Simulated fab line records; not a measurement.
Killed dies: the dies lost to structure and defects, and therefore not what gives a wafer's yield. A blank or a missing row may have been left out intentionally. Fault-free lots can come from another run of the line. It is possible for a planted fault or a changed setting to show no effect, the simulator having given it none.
8D (eight disciplines) problem report, filled in by code | flow sky130 | the parts of the form that need people (team, actions taken, sign-off) are left out

1. THE PROBLEM
Mean SD_P_TW at SKY_SD_P_TW_MEAS_11: 2715 over 6 wafers in 2 lots; fault-free wafers: 2832, standard deviation 11. Relative to the usual mean, that is a shift of -11 standard deviations.
First seen on wafer L117.1, day 27 21:59, on filmMetro-01. The record holds 33 wafers of 11 lots with a number at this step. Rule for "out", or "out of limits": more than 4 standard deviations from the usual mean. The rest of the wafers with a number are treated as sound.

2. WHAT IT IS; WHAT IT IS NOT
question                    | is                         | is not
which readings at this step | SD_P_TW                    | -
which lots                  | L117, L121                 | L110, L115, L119, L125, L127, L128, L130, L131, L133
which wafers of those lots  | all that have a number     | -
read on which gauges        | filmMetro-01, filmMetro-02 | filmMetro-03
when                        | from day 27 21:59          | up to then (6 sound wafers); but 21 sound wafers of L119, L125, L127, L128, L130, L131, L133 came after

3. WHAT RULES OUT EACH SUSPECT
Counting: a tool at any process step up to the reading remains a suspect when it ran all the lots that are out and ran no sound lot after the first of those.
- the gauge at SKY_SD_P_TW_MEAS_11 is ruled out. Those wafers that are out were read across 2 gauges (filmMetro-01, filmMetro-02).
- implanter-03 at SKY_SD_P_IMPLANT_09: ruled out as a lasting fault. Following L117 (day 27 21:44), the first lot on it that is out, the sound lots L131, L130, L133 were run on it.
Left after counting: nothing in the record.

4. THE CAUSE (what the simulator had put in)
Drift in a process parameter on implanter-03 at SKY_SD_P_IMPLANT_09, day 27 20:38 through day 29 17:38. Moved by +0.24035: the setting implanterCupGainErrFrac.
It was ruled out by counting, in error; the rule expects a fault to strike all lots run on its tool from its start on, and this fault did not.

5. SEQUENCE OF EFFECTS, ordered by route
Each row: a reading whose mean over the struck wafers that have a number lies more than 3 standard deviations from the usual. Scope: only readings with a usual standard deviation given in the record; hours: median across lots of the time from each lot's start at the first step in this table that gives one to its start at this step; sigmas: change in usual standard deviations.
hours | step                | reading              | usual        | on struck wafers | change | sigmas
0     | SKY_SD_P_IMPLANT_09 | beamOnS              | 14.4 s       | 11.6             | -2.8   | -4.6
0     | SKY_SD_P_IMPLANT_09 | faradayCurrentUA     | 11420        | 14132            | +2712  | +5.6
0     | SKY_SD_P_STRIP_10   | stripTimeToEndpointS | 17.47 s      | 17.04            | -0.43  | -13
0     | SKY_SD_P_TW_MEAS_11 | SD_P_TW              | 2832         | 2715             | -117   | -11
57    | SKY_SD_N_RS_MEAS_17 | SD_P_RS              | 147.2 ohm/sq | 150.7            | +3.5   | +8.8
Process steps it contains:
- SKY_SD_P_IMPLANT_09
- SKY_SD_P_STRIP_10: strips in O2/N2.
At these later measuring or inspecting steps, every struck wafer for which the step has a row has a number for every such reading, and none has moved that far: SKY_METAL1_THK_MEAS_06, SKY_VIA1_BOW_MEAS_03.

6. HOW IT WOULD HAVE BEEN CAUGHT EARLIER
In this record the first reading out of limits at a measuring or inspecting step was taken at day 27 21:59, 1 hour after the fault began at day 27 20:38.
Tool's own readings at SKY_SD_P_IMPLANT_09, beamOnS, faradayCurrentUA: out on all struck wafers the step has rows for; an alarm limit on them would have tripped on the first.
